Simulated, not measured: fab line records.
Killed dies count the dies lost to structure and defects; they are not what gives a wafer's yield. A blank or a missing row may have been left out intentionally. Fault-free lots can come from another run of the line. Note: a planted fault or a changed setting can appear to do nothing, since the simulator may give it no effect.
Which tool is to blame?	flow sky130	6 lots with 18 wafers sampled at 4 steps, on a route of 708 steps

WHAT EACH GAUGE READ, for each wafer
SKY_VIA2_OVL_MEAS_13.
lot	measured	on	VIA2_OVL (nm)
L878	day 36 06:35	overlay-02	1 5 0
L883	day 38 07:46	overlay-02	2 5 9
L885	day 39 00:52	overlay-01	2 0 0
L893	day 41 09:34	overlay-01	-4 6 1
L895	day 41 21:07	overlay-01	0 -7 0
L899	day 42 19:37	overlay-02	-9 -10 -4

WHAT TOOL EACH LOT RAN ON (gives the tool, then ch and the chambers of the sampled wafers, and finally the start)
lot	SKY_METAL2_SPUTTER_00	SKY_METAL2_METAL_ETCH_19	SKY_VIA2_CMP_02
L878	pvd_sputter-02, day 33 23:43	rie_metal-02 ch 1, day 35 03:12	cmp-02 ch 0,1,3, day 35 04:15
L883	pvd_sputter-01, day 36 02:04	rie_metal-01 ch 0,1, day 37 05:09	cmp-01 ch 0,1,3, day 37 06:02
L885	pvd_sputter-01, day 36 20:28	rie_metal-01 ch 0,1, day 37 22:31	cmp-01 ch 1,2,3, day 37 23:30
L893	pvd_sputter-01, day 39 06:37	rie_metal-04 ch 0, day 40 07:50	cmp-01 ch 2,3, day 40 08:42
L895	pvd_sputter-01, day 39 18:16	rie_metal-04 ch 0,1, day 40 19:25	cmp-01 ch 0,1,3, day 40 20:25
L899	pvd_sputter-04, day 40 18:34	rie_metal-01 ch 0,1, day 41 19:04	cmp-01 ch 0,1,3, day 41 20:02
- SKY_METAL2_SPUTTER_00: material Ti, target thk 15 nm, time 10 s.
- SKY_METAL2_METAL_ETCH_19: etches the open film in Cl2/BCl3, stops on SiO2, target depth 360 nm, time 78 s.
- SKY_VIA2_CMP_02: polishes SiO2.

THE ANSWER, worked out from the rows above alone
Rule: usual is defined by the lots themselves. The widest of any qualifying gaps counts: lots, ordered by their means at a reading, are off when they make up no more than a third of the lots, leave a main group of 4 or more, and stand apart from it by 3 or more times the standard deviation of that group's means. A main group whose means are all the same, to the digits that the tables above print for the reading, isn't used. Also off: a lot with no number at a reading for which 4 or more lots have one. All remaining lots with rows at the step are treated as sound.
No lot is off on any of the readings shown, so nothing can be concluded from this.

WHAT HAD BEEN PUT IN BY THE SIMULATOR
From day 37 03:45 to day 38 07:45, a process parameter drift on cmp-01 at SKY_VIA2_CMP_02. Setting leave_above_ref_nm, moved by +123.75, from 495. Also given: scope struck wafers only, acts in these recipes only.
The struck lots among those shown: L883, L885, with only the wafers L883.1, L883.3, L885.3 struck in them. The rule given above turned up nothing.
